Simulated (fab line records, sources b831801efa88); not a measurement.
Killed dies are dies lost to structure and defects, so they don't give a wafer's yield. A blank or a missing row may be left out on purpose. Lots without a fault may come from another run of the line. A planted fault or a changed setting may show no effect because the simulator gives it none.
Split-lot experiment | flow gf180mcu | 5 lots, 23 wafers read, on a route of 602 steps

THE SPLIT
At GF_SAB_DEVELOP_08 (develop time 60 s), the setting dev_temp_c was moved away from the recipe's 23 C on 6 of the 23 wafers read, by -14.7% to +13.7%. The other wafers ran this setting at the recipe's value.

The file shows no step between the split and the reading.

THE READING
cd_nm, in nm, at GF_SAB_CD_MEAS_09 (target cd 420 nm). Fault-free wafers of this fab line usually give 420.6 nm, standard deviation 2.5 nm.

wafer  | tool, chamber at the split | dev_temp_c as run, C | against the recipe | cd_nm, nm | against lot-mates on the recipe
L077.1 | litho_track-03, 0          | 23                   | recipe             | 416.1     | -
L077.2 | litho_track-03, 0          | 23                   | recipe             | 416.7     | -
L077.4 | litho_track-03, 0          | 23                   | recipe             | 417.1     | -
L077.5 | litho_track-03, 0          | 24.82                | +7.9%              | 424.2     | +7.6
L077.6 | litho_track-03, 0          | 24.82                | +7.9%              | 422.7     | +6.1
L079.1 | litho_track-03, 0          | 23                   | recipe             | 425.5     | -
L079.2 | litho_track-03, 0          | 19.61                | -14.7%             | 406.4     | -16.4
L079.3 | litho_track-03, 0          | 19.61                | -14.7%             | 410.3     | -12.5
L079.4 | litho_track-03, 0          | 23                   | recipe             | 419.2     | -
L079.5 | litho_track-03, 0          | 23                   | recipe             | 423.7     | -
L080.2 | litho_track-03, 0          | 23                   | recipe             | 420.7     | -
L080.3 | litho_track-03, 0          | 23                   | recipe             | 420.9     | -
L080.4 | litho_track-03, 0          | 23                   | recipe             | 421.0     | -
L080.5 | litho_track-03, 0          | 23                   | recipe             | 422.0     | -
L080.6 | litho_track-03, 0          | 23                   | recipe             | 420.8     | -
L081.1 | litho_track-03, 0          | 26.14                | +13.7%             | 432.8     | +11.4
L081.2 | litho_track-03, 0          | 23                   | recipe             | 424.5     | -
L081.3 | litho_track-03, 0          | 23                   | recipe             | 419.2     | -
L081.4 | litho_track-03, 0          | 23                   | recipe             | 420.4     | -
L081.5 | litho_track-03, 0          | 26.14                | +13.7%             | 429.7     | +8.3
L082.2 | litho_track-02, 0          | 23                   | recipe             | 416.6     | -
L082.5 | litho_track-02, 0          | 23                   | recipe             | 416.3     | -
L082.6 | litho_track-02, 0          | 23                   | recipe             | 415.2     | -

THE FIT
A straight line over all 23 wafers: cd_nm changes by +0.762 nm for each +1% of dev_temp_c; r = +0.86; the points scatter about the line by 2.9 nm.
The same after taking each lot's own level away (the mean of its wafers on the recipe; 23 wafers): +0.867 nm for each +1%; r = +0.96; scatter 1.7 nm.
On that fit, the largest move of dev_temp_c shifts the reading by 13 nm.
The lots' own levels span 416.03 to 422.80 nm, that is 2.7 times the standard deviation above.
So the lot-to-lot level changes the slope: the two fits differ.
Check: with one of the wafers moved furthest among these (-14.7%) left out of the fit, the line predicts -11.7 nm for it against its lot-mates. It came out at -16.4 nm against them.

OTHER SPLITS ON THESE WAFERS
These wafers also went through other splits before the reading. Each is held against what the fit with the lots' levels taken away leaves over:
other split on the same wafers | wafers away from the commonest value | r with cd_nm (lot level and that fit taken away)
GF_NSD_COAT_02 spin_rpm        | 6                                    | +0.03
GF_PSD_IMPLANT_09 energy_kev   | 8                                    | -0.39
GF_SAB_COAT_04 spin_rpm        | 6                                    | -0.63

THE WHOLE CHAIN: every reading that the file lists as answering this split, in the file's order
step              | what it does                                              | reading                                                    | change (the file's fit)               | r (the file's)
GF_SAB_CD_MEAS_09 | target cd 420 nm                                          | cd_nm                                                      | +0.861 nm for each +1% of the setting | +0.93
GF_SAB_ETCH_11    | etches SiO2 in C4F8/O2/Ar, target depth 55 nm, time 8.5 s | SAB.cd_nm (the simulator's own value, which no gauge read) | +0.877 nm for each +1% of the setting | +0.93

THE FILE'S OWN FIT
cd_nm changes by +0.861 nm for each +1% of dev_temp_c, r = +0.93.
